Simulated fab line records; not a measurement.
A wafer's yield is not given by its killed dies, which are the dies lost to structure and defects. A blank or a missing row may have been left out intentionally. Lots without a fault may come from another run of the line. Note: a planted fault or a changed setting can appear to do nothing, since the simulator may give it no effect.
Split-lot study + flow gf180mcu + 23 wafers read from 5 lots, route of 602 steps

## THE SPLIT ITSELF
At GF_V4_PEB_12 (peb time 90 s), the setting peb time s was moved away from the recipe's 90 s on 9 of the 23 wafers read, by -13.6% to +10.1%. The other wafers ran this setting at the recipe's value.

## THE PATH FROM SPLIT TO READING: the file shows 1 step between them
- GF_V4_DEVELOP_13: develop time 58.91 s

## THE READING
cd nm, in nm, at GF_V4_CD_MEAS_14 (target cd 260 nm). Typical for fault-free wafers on this fab line: 260.2 nm, with standard deviation 0.95 nm.

| wafer  | tool, chamber at the split | peb time s as run, s | against the recipe | cd nm, nm | against lot-mates on the recipe |
|--------|----------------------------|----------------------|--------------------|-----------|---------------------------------|
| L075.1 | litho track-04, 0          | 80.66                | -10.4%             | 258.0     | -2.8                            |
| L075.3 | litho track-04, 0          | 90                   | recipe             | 261.0     | -                               |
| L075.4 | litho track-04, 0          | 90                   | recipe             | 260.6     | -                               |
| L075.5 | litho track-04, 0          | 90                   | recipe             | 260.7     | -                               |
| L075.6 | litho track-04, 0          | 80.66                | -10.4%             | 257.4     | -3.4                            |
| L076.1 | litho track-04, 0          | 90                   | recipe             | 259.6     | -                               |
| L076.3 | litho track-04, 0          | 77.72                | -13.6%             | 256.8     | -3.4                            |
| L076.4 | litho track-04, 0          | 77.72                | -13.6%             | 256.2     | -4.0                            |
| L076.5 | litho track-04, 0          | 90                   | recipe             | 260.3     | -                               |
| L076.6 | litho track-04, 0          | 90                   | recipe             | 260.7     | -                               |
| L079.2 | litho track-04, 0          | 90                   | recipe             | 261.5     | -                               |
| L079.5 | litho track-04, 0          | 90                   | recipe             | 260.8     | -                               |
| L079.6 | litho track-04, 0          | 90                   | recipe             | 261.3     | -                               |
| L082.1 | litho track-03, 0          | 95.59                | +6.2%              | 261.5     | +0.2                            |
| L082.3 | litho track-03, 0          | 95.59                | +6.2%              | 261.4     | +0.1                            |
| L082.4 | litho track-03, 0          | 95.59                | +6.2%              | 260.1     | -1.2                            |
| L082.5 | litho track-03, 0          | 90                   | recipe             | 261.6     | -                               |
| L082.6 | litho track-03, 0          | 90                   | recipe             | 261.0     | -                               |
| L084.2 | litho track-03, 0          | 90                   | recipe             | 260.9     | -                               |
| L084.3 | litho track-03, 0          | 99.13                | +10.1%             | 263.8     | +2.2                            |
| L084.4 | litho track-03, 0          | 90                   | recipe             | 261.8     | -                               |
| L084.5 | litho track-03, 0          | 90                   | recipe             | 262.2     | -                               |
| L084.6 | litho track-03, 0          | 99.13                | +10.1%             | 264.0     | +2.4                            |

FIT RESULTS
A straight line over all 23 wafers: cd nm changes by +0.272 nm for each +1% of peb time s; r = +0.90; the points scatter about the line by 0.85 nm.
The same after taking each lot's own level away (the mean of its wafers on the recipe; 23 wafers): +0.222 nm for each +1%; r = +0.89; scatter 0.74 nm.
According to that fit, moving peb time s by its largest amount changes the reading by 3 nm.
From 260.20 to 261.63 nm: that is the span of the lots' own levels, equal to 1.5 times the standard deviation above.
Thus the slope moves with the lot-to-lot level: the two fits are different.
Check: with one of the wafers moved furthest among these (-13.6%) left out of the fit, the line predicts -3.36 nm for it against its lot-mates. Against them it came out at -3.4 nm.

## THE WHOLE CHAIN: every reading that the file lists as answering this split, in the file's order
| step             | what it does         | reading                                                   | change (the file's fit)               | r (the file's) |
|------------------|----------------------|-----------------------------------------------------------|---------------------------------------|----------------|
| GF_V4_DEVELOP_13 | develop time 58.91 s | V4.cd nm (the simulator's own value, which no gauge read) | +0.246 nm for each +1% of the setting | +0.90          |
| GF_V4_CD_MEAS_14 | target cd 260 nm     | cd nm                                                     | +0.238 nm for each +1% of the setting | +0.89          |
| GF_V4_ETCH_16    | etches BARC in N2/H2 | V4.cd nm (the simulator's own value, which no gauge read) | +0.271 nm for each +1% of the setting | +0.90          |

## FILE'S OWN FIT
cd nm changes by +0.238 nm for each +1% of peb time s, r = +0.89.
